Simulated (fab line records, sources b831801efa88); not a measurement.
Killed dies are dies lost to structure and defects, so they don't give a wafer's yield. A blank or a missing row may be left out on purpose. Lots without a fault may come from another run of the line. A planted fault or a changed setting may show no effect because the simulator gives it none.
fab line records | flow sky130
record lots=11 wafers=33 last_day=50
route steps=708 shown CAP2M@607 VIA4@660 METAL5@676 PAD_OPEN@708
lots that met no fault: from a run of the same line without faults
start_h: hours from the record's first day to the start of the lot's first wafer shown | wait_h: hours since the lot's step before | " the same as in the row above | L1.1+2: a row that stands for several wafers | - no value, or no start given | * or withheld: withheld | < > ~ a bound
route shown NAME@n: a module of which the file shows steps, and the number in the route of the first | usual: mean/standard deviation of fault-free wafers | same: alike in all rows | chamber/n: place in a boat | sites: the reading at each site | _std_site: their standard deviation | _edge_site: outer sites' mean less inner sites' | radius_mm: how far each site lies from the wafer's centre | mask NAME#n: copy n | behind: the tool/chamber that last shaped the wafer | hold: why the lot was held/for how many hours/how that ended | device: the transistor (n, p or np) that didn't switch | end of line: the same wafers' tests at the end of the route | a step without rows: its recipe alone | killed: dies lost to structure and defects at the first sort, not the wafer's yield | map: a wafer's dies, x killed, . not, _ none there
set.NAME: the setting as run; set.NAME@STEP: as run at that earlier step | model.NAME: the simulator's own value behind a step, which no gauge read
steps of the route over a sample of lots; a table a step, a row a wafer
services: from which hour (start_h, from the record's first day; less than 0 if before it) a tool's chamber was out of use, for how many hours, and why
## steps
# step SKY_CAP2M_THK_MEAS_04
# recipe thk_meas_gauge=xrf reads=TiN_of_CAP2M_SPUTTER_02
# usual CAP2M_TIN_THK=203.4/2.4
# columns lot.wafer tool chamber start_h wait_h CAP2M_TIN_THK[nm]
L925.1 film_metro-02 - 924.21 0.1 200.7
L925.4 " - " " 200.5
L925.6 " - " " 203.1
L929.1 film_metro-01 - 963.65 0.1 204.9
L929.2 " - " " 202.0
L929.6 " - " " 201.0
L930.1 film_metro-01 - 967.60 0.1 202.0
L930.3 " - " " 203.1
L930.4 " - " " 202.0
L931.1 film_metro-01 - 969.85 0.1 197.5
L931.5 " - " " 198.7
L931.6 " - " " 197.2
L932.1 film_metro-02 - 976.64 0.1 201.1
L932.3 " - " " 202.8
L932.5 " - " " 202.3
L933.1 film_metro-03 - 983.39 0.1 202.4
L933.4 " - " " 205.6
L933.5 " - " " 205.5
L934.1 film_metro-01 - 997.40 0.1 205.7
L934.3 " - " " 202.6
L934.6 " - " " 203.0
L936.1 film_metro-01 - 1005.60 0.1 206.9
L936.2 " - " " 207.4
L936.4 " - " " 207.1
L944.1 film_metro-01 - 1055.69 0.1 204.5
L944.5 " - " " 204.6
L944.6 " - " " 202.9
L947.3 film_metro-03 - 1075.00 0.1 204.8
L947.4 " - " " 205.5
L947.5 " - " " 202.5
L948.2 film_metro-02 - 1081.69 0.1 199.6
L948.3 " - " " 199.6
L948.6 " - " " 200.7
# step SKY_CAP2M_METAL_ETCH_13
# recipe target_depth_nm=220 stop_on=SiO2 chemistry=Cl2/BCl3 target=TiN pressure_mtorr=10 icp_w=900 bias_w=48.5 Cl2_flow_sccm=60 bcl3_flow_sccm=30 time_s=62.9
# usual bias_w=48.53/0.12 chamber_pressure_mTorr=9.999/0.009 drypump_motor_current_A=5.7/0.35 oes_product_au=0.942/0.0072 throttle_valve_pct=21.900/0.011
# columns lot.wafer tool chamber start_h wait_h bias_w chamber_pressure_mTorr drypump_motor_current_A oes_product_au rf_hours_counter_h throttle_valve_pct
L925.1 rie_metal-03 1 948.11 0.0 48.43 10.014 6.3 0.942 2 21.905
L925.4 " 1 " " 48.45 10.004 6.3 0.935 - 21.911
L925.6 " 1 " " 48.57 10.009 6.3 0.949 - 21.892
L929.1 rie_metal-01 1 987.07 0.0 48.51 9.991 5.8 0.940 4 21.887
L929.2 " 1 " " 48.35 9.992 5.8 0.936 - 21.903
L929.6 " 1 " " 48.36 9.998 5.8 0.952 - 21.905
L930.1 rie_metal-01 1 991.41 0.0 48.68 10.003 5.8 0.938 4 21.901
L930.3 " 1 " " 48.80 9.996 5.8 0.940 - 21.905
L930.4 " 1 " " 48.72 9.993 5.8 0.940 - 21.891
L931.1 rie_metal-01 1 993.27 0.0 48.51 10.010 5.8 0.934 4 21.916
L931.5 " 1 " " 48.58 9.982 5.8 0.930 - 21.907
L931.6 " 0 " " 48.65 9.992 5.5 0.930 - 21.895
L932.1 rie_metal-03 0 1000.86 0.0 48.60 9.995 5.7 0.933 19 21.907
L932.3 " 0 " " 48.48 9.994 5.7 0.940 - 21.895
L932.5 " 1 " " 48.56 9.994 6.3 0.934 - 21.913
L933.1 rie_metal-03 0 1007.07 0.0 48.60 9.999 5.7 0.941 19 21.882
L933.4 " 0 " " 48.47 10.014 5.8 0.954 - 21.878
L933.5 " 1 " " 48.46 9.989 6.2 0.955 - 21.895
L934.1 rie_metal-03 1 1020.80 0.0 48.65 9.988 6.3 0.947 7 21.887
L934.3 " 1 " " 48.48 10.005 6.3 0.943 - 21.900
L934.6 " 1 " " 48.49 9.993 6.3 0.940 - 21.905
L936.1 rie_metal-03 1 1027.81 0.0 48.56 10.014 6.3 0.954 8 21.888
L936.2 " 0 " " 48.26 10.001 5.7 0.947 0 21.896
L936.4 " 0 " " 48.30 9.999 5.7 0.958 - 21.894
L944.1 rie_metal-02 1 1076.57 0.0 48.40 10.009 5.6 0.940 16 21.904
L944.5 " 0 " " 48.60 10.013 5.2 0.947 - 21.894
L944.6 " 1 " " 48.49 10.003 5.6 0.946 - 21.890
L947.3 rie_metal-03 1 1095.48 0.0 48.47 9.995 6.2 0.941 - 21.902
L947.4 " 0 " " 48.77 10.007 5.8 0.940 - 21.883
L947.5 " 0 " " 48.64 10.005 5.8 0.940 - 21.900
L948.2 rie_metal-01 0 1101.62 0.0 48.63 9.997 5.5 0.931 21 21.906
L948.3 " 0 " " 48.58 10.007 5.5 0.932 - 21.917
L948.6 " 1 " " 48.43 10.008 5.8 0.943 - 21.908
# step SKY_VIA4_CMP_21
# recipe stop_on=SiO2 t_overpolish_s=25 down_force_psi=3.5 platen_rpm=60 target_thk_nm=0 pad_velocity_m_s=0.94248
# usual motor_current_A=11.6/1.1 overpolish_run_s=25.000/0.0086 platen_rpm=60.00/0.045 time_to_endpoint_s=122/4.2
# columns lot.wafer tool chamber start_h wait_h motor_current_A overpolish_run_s platen_rpm time_to_endpoint_s
L925.4 cmp-01 3 999.33 0.1 10.5 24.999 60.09 123
L925.1 " 1 " " 10.8 24.986 60.02 124
L925.6 " 3 " " 11.3 25.010 59.96 119
L929.2 cmp-02 1 1037.72 0.0 11.1 25.003 59.94 115
L929.1 " 2 " " 13.1 24.989 59.99 115
L929.6 " 2 " " 13.0 25.001 59.98 117
L930.4 cmp-02 0 1041.32 0.0 9.7 24.999 59.98 116
L930.3 " 2 " " 12.3 25.000 59.92 121
L930.1 " 3 " " 10.4 25.006 60.02 120
L931.1 cmp-02 1 1042.68 0.1 11.2 24.989 59.98 120
L931.6 " 1 " " 10.7 24.991 59.92 120
L931.5 " 2 " " 13.4 25.008 60.01 114
L932.1 cmp-02 1 1050.35 0.2 11.3 25.013 60.06 123
L932.3 " 0 " " 10.2 24.986 59.97 116
L932.5 " 1 " " 10.9 24.987 60.05 124
L933.4 cmp-02 1 1056.07 0.0 11.3 24.993 60.02 126
L933.1 " 0 " " 10.2 24.997 60.03 125
L933.5 " 1 " " 10.8 24.994 60.07 129
L934.3 cmp-02 0 1067.39 0.1 10.1 25.000 59.98 116
L934.1 " 2 " " 13.0 25.019 59.99 115
L934.6 " 1 " " 12.0 24.989 60.00 124
L936.4 cmp-02 1 1074.65 0.0 11.7 24.996 59.98 124
L936.1 " 2 " " 12.9 25.003 59.98 122
L936.2 " 0 " " 10.1 25.006 60.00 123
L944.1 cmp-02 1 1121.35 0.1 11.6 24.999 66.04 115
L944.6 " 0 " " 9.9 25.022 60.06 116
L944.5 " 1 " " 11.7 25.007 66.02 117
L947.4 cmp-01 1 1138.26 0.1 10.3 24.991 60.00 121
L947.3 " 2 " " 13.8 24.998 59.97 122
L947.5 " 1 " " 10.7 24.995 59.99 118
L948.3 cmp-01 3 1143.90 0.1 11.0 25.013 59.95 120
L948.2 " 0 " " 12.3 25.008 59.98 127
L948.6 " 2 " " 14.3 25.001 60.01 120
# step SKY_METAL5_METAL_ETCH_15
# recipe target_depth_a=12600 stop_on=SiO2 over_etch_frac=0.2 time_s=252 chemistry=Cl2/BCl3 resist_sidewall_deg=86 pressure_mtorr=10 icp_w=900 bias_w=48.5 Cl2_flow_sccm=60 bcl3_flow_sccm=30
# usual bias_w=48.50/0.16 chamber_pressure_mTorr=10.000/0.0099 drypump_motor_current_A=5.75/0.26 oes_product_au=0.894/0.0047 throttle_valve_pct=22.264/0.0088
# columns lot.wafer tool chamber start_h wait_h bias_w chamber_pressure_mTorr drypump_motor_current_A oes_product_au rf_hours_counter_h throttle_valve_pct
L925.1 rie_metal-04 1 1023.15 0.0 48.53 9.982 5.40 0.892 11 22.277
L925.4 " 1 " " 48.56 9.998 5.44 0.893 - 22.269
L925.6 " 0 " " 48.28 9.983 5.74 0.893 - 22.264
L929.1 rie_metal-03 0 1060.00 0.0 48.41 10.004 5.76 0.892 2 22.270
L929.2 " 1 " " 48.79 9.989 6.25 0.889 9 22.273
L929.6 " 0 " " 48.47 9.983 5.71 0.891 - 22.261
L930.1 rie_metal-01 0 1063.40 0.0 48.32 9.987 5.50 0.897 18 22.255
L930.3 " 1 " " 48.72 9.998 5.75 0.889 - 22.259
L930.4 " 0 " " 48.41 9.986 5.50 0.889 - 22.272
L931.1 rie_metal-03 0 1064.90 0.0 48.40 9.987 5.68 0.905 3 22.266
L931.5 " 1 " " 48.14 9.996 6.26 0.889 - 22.267
L931.6 " 0 " " 48.48 9.993 5.71 0.897 - 22.249
L932.1 rie_metal-03 1 1072.10 0.0 48.64 9.993 6.25 0.898 11 22.256
L932.3 " 0 " " 48.64 10.021 5.72 0.893 - 22.268
L932.5 " 1 " " 48.48 10.008 6.27 0.892 - 22.253
L933.1 rie_metal-04 0 1076.95 0.0 48.54 9.990 5.75 0.896 17 22.262
L933.4 " 0 " " 48.67 9.998 5.74 0.887 - 22.272
L933.5 " 0 " " 48.58 9.997 5.74 0.894 - 22.259
L934.1 rie_metal-01 1 1088.50 0.0 48.42 9.983 5.77 0.901 10 22.264
L934.3 " 0 " " 48.57 9.989 5.51 0.902 - 22.266
L934.6 " 0 " " 48.56 10.005 5.49 0.889 - 22.250
L936.1 rie_metal-04 0 1095.75 0.0 48.52 10.003 5.76 0.886 18 22.263
L936.2 " 1 " " 48.42 10.001 5.43 0.881 16 22.264
L936.4 " 0 " " 48.67 9.993 5.76 0.885 - 22.265
L944.1 rie_metal-01 1 1140.45 0.0 48.37 9.998 5.79 0.901 14 22.251
L944.5 " 0 " " 48.72 10.004 5.50 0.896 - 22.272
L944.6 " 1 " " 48.19 10.012 5.79 0.899 - 22.251
L947.3 rie_metal-01 1 1157.39 0.2 48.46 9.999 5.78 0.886 - 22.276
L947.4 " 1 " " 48.64 10.013 5.79 0.897 - 22.281
L947.5 " 1 " " 48.69 9.992 5.79 0.898 - 22.272
L948.2 rie_metal-04 1 1161.95 0.0 48.36 9.984 5.42 0.897 22 22.247
L948.3 " 0 " " 48.38 10.008 5.75 0.901 - 22.250
L948.6 " 1 " " 48.50 10.004 5.45 0.901 - 22.260
# step SKY_PAD_OPEN_PROBE_99
# usual defect_limited_yield=82.6/1.8 killed_at_M0_to_M3=43/6.4 killed_at_M4_up=2.8/1.7 killed_at_contacts=24/5.5 killed_at_front_end=15/4 killed_at_other=0.3/0.54 killed_dies=86/9.1 killed_open=47/6.6 killed_short=39/6.2 sort_bin_3_pad_short=0.9/0.45 sort_bin_5_function=10.4/1.4 sort_bin_6_memory=6.2/1.1 sort_n_pass=406/9.1 sort_yield_pct=82.6/1.8
# same gross_dies=492 killed_at_back_side=0 sort_bin_4_leakage[%]=0 sort_bin_8_speed[%]=0
# columns lot.wafer tool chamber start_h wait_h defect_limited_yield[%] killed_at_M0_to_M3 killed_at_M4_up killed_at_contacts killed_at_front_end killed_at_other killed_dies killed_open killed_short sort_bin_3_pad_short[%] sort_bin_5_function[%] sort_bin_6_memory[%] sort_n_pass sort_yield_pct[%]
L934.1 prober-01 - 1132.02 0.1 82.5 47 0 19 20 0 86 42 44 0.4 11.6 5.5 406 82.5
L934.3 prober-01 - 1132.12 0.2 81.7 52 1 22 14 1 90 50 40 0.2 10.8 7.3 402 81.7
L934.6 prober-01 - 1132.27 0.2 81.5 34 5 35 17 0 91 57 34 0.6 11.4 6.5 401 81.5
L944.1 prober-01 - 1178.39 0.1 82.5 33 3 37 13 0 86 45 41 1.0 11.8 4.7 406 82.5
L944.5 prober-01 - 1178.59 0.2 85.0 43 2 17 12 0 74 40 34 0.4 8.7 5.9 418 85.0
L944.6 prober-01 - 1178.64 0.2 85.8 41 1 19 9 0 70 39 31 0.2 9.3 4.7 422 85.8
L947.3 prober-02 - 1193.28 0.2 81.3 47 2 28 15 0 92 53 39 1.2 11.2 6.3 400 81.3
L947.4 prober-02 - 1193.33 0.2 82.7 42 5 23 15 0 85 41 44 0.8 10.2 6.3 407 82.7
L947.5 prober-02 - 1193.38 0.2 83.9 44 2 18 15 0 79 49 30 0.6 9.1 6.3 413 83.9
L948.2 prober-01 - 1197.74 0.1 80.5 48 3 23 21 1 96 46 50 1.4 10.6 7.5 396 80.5
L948.3 prober-01 - 1197.79 0.2 83.5 45 2 15 19 0 81 47 34 0.6 10.2 5.7 411 83.5
L948.6 prober-01 - 1197.94 0.2 83.5 45 4 21 11 0 81 38 43 1.0 11.8 3.7 411 83.5
# killed by level:class
L934.1 CONTACT:geometric_particle:open=9 VIA3:geometric_particle:open=9 POLY_GATE:geometric_particle:short=7 VIA1:geometric_particle:open=6 METAL2:geometric_particle:short=6 METAL3:geometric_particle:short=6 VIA3:geometric_particle:short=6 POLY_GATE:geometric_particle:open=4
L934.3 VIA2:geometric_particle:open=11 CONTACT:geometric_particle:open=10 VIA1:geometric_particle:open=8 LI_CONTACT:geometric_particle:open=6 METAL1:geometric_particle:short=6 METAL2:geometric_particle:short=6 FIELD_ISO:geometric_particle:short=5 VIA3:geometric_particle:short=5
L934.6 LI_CONTACT:geometric_particle:open=14 CONTACT:geometric_particle:open=13 VIA3:geometric_particle:open=6 VIA1:geometric_particle:open=5 METAL2:geometric_particle:short=5 VIA2:geometric_particle:open=5 LI_CONTACT:geometric_particle:short=4 VIA3:geometric_particle:short=4
L944.1 CONTACT:geometric_particle:open=13 LI_CONTACT:geometric_particle:open=10 VIA1:geometric_particle:open=7 LI_CONTACT:geometric_particle:short=6 CONTACT:geometric_particle:short=5 METAL1:geometric_particle:short=4 VIA2:geometric_particle:short=4 FIELD_ISO:geometric_particle:short=3
L944.5 VIA1:geometric_particle:open=10 CONTACT:geometric_particle:open=9 VIA2:geometric_particle:open=7 VIA1:geometric_particle:short=6 FIELD_ISO:geometric_particle:short=4 POLY_GATE:geometric_particle:open=4 METAL1:geometric_particle:short=4 METAL2:geometric_particle:short=4
L944.6 VIA3:geometric_particle:open=8 VIA1:geometric_particle:short=7 VIA1:geometric_particle:open=7 METAL1:geometric_particle:short=5 LI_CONTACT:geometric_particle:open=5 CONTACT:geometric_particle:open=5 CONTACT:geometric_particle:short=4 VIA2:geometric_particle:open=4
L947.3 VIA1:geometric_particle:open=14 CONTACT:geometric_particle:open=10 CONTACT:geometric_particle:short=8 METAL3:geometric_particle:short=6 FIELD_ISO:geometric_particle:short=5 LI_CONTACT:geometric_particle:open=5 VIA2:geometric_particle:open=5 FIELD_ISO:geometric_particle:open=4
L947.4 VIA1:geometric_particle:open=11 CONTACT:geometric_particle:open=10 VIA3:geometric_particle:open=7 METAL1:geometric_particle:short=5 CONTACT:geometric_particle:short=5 METAL3:geometric_particle:short=5 METAL4:geometric_particle:short=5 FIELD_ISO:geometric_particle:open=4
L947.5 VIA1:geometric_particle:open=12 CONTACT:geometric_particle:open=9 VIA3:geometric_particle:open=7 METAL2:geometric_particle:short=6 FIELD_ISO:geometric_particle:open=5 POLY_GATE:geometric_particle:open=5 VIA1:geometric_particle:short=5 VIA3:geometric_particle:short=4
L948.2 VIA1:geometric_particle:open=11 METAL2:geometric_particle:short=10 LI_CONTACT:geometric_particle:open=8 CONTACT:geometric_particle:open=7 FIELD_ISO:geometric_particle:short=6 FIELD_ISO:geometric_particle:open=5 POLY_GATE:geometric_particle:short=5 LOCAL_INTERCONNECT:geometric_particle:short=5
L948.3 VIA1:geometric_particle:open=9 VIA3:geometric_particle:open=9 POLY_GATE:geometric_particle:open=6 POLY_GATE:geometric_particle:short=6 VIA2:geometric_particle:open=6 LI_CONTACT:geometric_particle:open=4 METAL1:geometric_particle:short=4 VIA1:geometric_particle:short=4
L948.6 CONTACT:geometric_particle:open=11 VIA1:geometric_particle:open=10 METAL2:geometric_particle:short=6 VIA3:geometric_particle:open=5 METAL4:geometric_particle:short=4 POLY_GATE:geometric_particle:short=4 VIA2:geometric_particle:short=4 METAL3:geometric_particle:short=4
## services
# columns tool chamber start_h hours kind
cmp-02 - 927.13 1.0 repair
cmp-01 - 932.15 14.6 pm
rie_metal-03 0 944.44 4.7 repair
rie_metal-01 0 978.41 13.1 repair
rie_metal-02 1 996.22 2.9 repair
rie_metal-03 - 1004.13 2.8 pm
rie_metal-03 0 1009.95 - clean
rie_metal-03 0 1009.95 13.0 scheduled_down
rie_metal-03 0 1009.95 13.0 vent_cycle
cmp-02 - 1015.80 0.9 repair
cmp-01 - 1032.61 0.6 repair
cmp-01 - 1056.19 0.4 repair
cmp-01 - 1061.13 0.9 repair
rie_metal-01 - 1063.77 1.4 pm
cmp-01 - 1066.51 0.4 repair
cmp-02 - 1090.84 4.0 pm
cmp-02 - 1094.84 - consumable_replace:conditioner
cmp-02 - 1094.84 - consumable_replace:pad
cmp-01 - 1094.99 4.9 pm
rie_metal-02 1 1117.54 6.2 repair
cmp-01 - 1134.54 1.8 repair
cmp-01 - 1135.66 0.6 repair
rie_metal-01 0 1154.56 - clean
cmp-02 - 1155.83 5.1 repair
## key
first_sign step=SKY_VIA4_CMP_21 reading=platen_rpm direction=up sigmas=99+ usual=60.00 struck=66.03
effect none on later readings
met_at SKY_VIA4_CMP_21
struck_lots L944
struck_wafers L944.1,L944.5
not_acting_at SKY_CAP2M_THK_MEAS_04,SKY_CAP2M_METAL_ETCH_13,SKY_METAL5_METAL_ETCH_15
onset_between 1074.65 1121.35
fault kind=process_parameter_drift tool=cmp-02 chamber=1 onset_h=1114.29 steps=SKY_VIA4_CMP_21 channel=platen_rpm offset=6 shape=step end_h=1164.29 acts_in=these_recipes_only stated=60
